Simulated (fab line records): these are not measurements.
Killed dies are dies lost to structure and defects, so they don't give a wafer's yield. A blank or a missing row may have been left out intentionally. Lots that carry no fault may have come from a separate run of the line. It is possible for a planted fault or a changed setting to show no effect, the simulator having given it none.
Chamber matching + flow sky130 + SKY_POLY_GATE_ETCH_17 on rieSi-01 has 4 sister chambers
The step etches poly-Si in HBr/Cl2, stops on SiO2, target depth 180 nm, time 70.5 s. 16 wafers are shown with their chamber, then 8 later ones without.

WAFERS, EACH WITH ITS CHAMBER
| wafer  | chamber | drypumpMotorCurrentA (A) | heBacksideLeakSccm (sccm) | oesProductAu (a.u.) |
|--------|---------|--------------------------|---------------------------|---------------------|
| L544.1 | 0       | 6.3                      | 2.36                      | 0.991               |
| L544.3 | 3       | 4.8                      | 2.34                      | 0.973               |
| L544.5 | 3       | 4.8                      | 2.36                      | 0.977               |
| L545.1 | 0       | 6.3                      | 2.44                      | 0.985               |
| L545.3 | 1       | 5.9                      | 2.47                      | 0.973               |
| L545.5 | 3       | 4.8                      | 2.31                      | 0.976               |
| L546.2 | 0       | 6.3                      | 2.44                      | 0.997               |
| L546.3 | 3       | 4.8                      | 2.48                      | 0.984               |
| L546.4 | 1       | 5.9                      | 2.60                      | 0.973               |
| L548.2 | 0       | 6.3                      | 2.41                      | 0.980               |
| L548.3 | 3       | 4.8                      | 2.30                      | 0.985               |
| L548.4 | 1       | 5.9                      | 2.56                      | 0.985               |
| L554.3 | 2       | 5.8                      | 2.86                      | 0.993               |
| L554.5 | 2       | 5.7                      | 2.79                      | 0.988               |
| L554.6 | 1       | 5.9                      | 2.43                      | 0.978               |
| L556.1 | 3       | 4.8                      | 2.46                      | 0.984               |

SIGNATURES, as means of the wafers listed above
| reading              | chamber 0 | chamber 1 | chamber 2 | chamber 3 | scatter within a chamber |
|----------------------|-----------|-----------|-----------|-----------|--------------------------|
| drypumpMotorCurrentA | 6.300     | 5.900     | 5.750     | 4.800     | 0.0204                   |
| heBacksideLeakSccm   | 2.4125    | 2.5150    | 2.8250    | 2.3750    | 0.0676                   |
| oesProductAu         | 0.98825   | 0.97725   | 0.99050   | 0.97983   | 0.00579                  |
Rule: distance of a wafer from a chamber = root of the sum over the readings of ((wafer's reading minus chamber's mean) / reading's scatter) squared. If the next closest chamber is less than 2 further off than the closest, the wafer can't be placed; otherwise it belongs to the closest. The scatter: take each reading less its chamber's mean, square it, sum over the shown wafers, divide by the number of wafers less the number of chambers, and take the root.

WAFERS WITHOUT THEIR CHAMBER
| wafer  | drypumpMotorCurrentA (A) | heBacksideLeakSccm (sccm) | oesProductAu (a.u.) |
|--------|--------------------------|---------------------------|---------------------|
| L556.2 | 5.8                      | 2.74                      | 0.985               |
| L556.6 | 6.3                      | 2.45                      | 0.989               |
| L565.1 | 4.8                      | 2.44                      | 0.987               |
| L565.2 | 6.3                      | 2.37                      | 0.985               |
| L565.4 | 5.8                      | 2.75                      | 0.995               |
| L567.1 | 5.9                      | 2.27                      | 0.979               |
| L567.2 | 5.8                      | 2.60                      | 0.978               |
| L567.5 | 6.3                      | 2.51                      | 0.992               |

THE CHAMBER EACH PASSED THROUGH
| wafer  | from the rows above     | in truth |
|--------|-------------------------|----------|
| L556.2 | 2                       | 2        |
| L556.6 | 0                       | 0        |
| L565.1 | 3                       | 3        |
| L565.2 | 0                       | 0        |
| L565.4 | 2                       | 2        |
| L567.1 | 1                       | 1        |
| L567.2 | can't be placed: 2 or 1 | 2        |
| L567.5 | 0                       | 0        |
Placed correctly: 7 of 8. From these rows, 1 cannot be placed; in 1 the true chamber is one of the candidates. Number placed wrongly: 0.
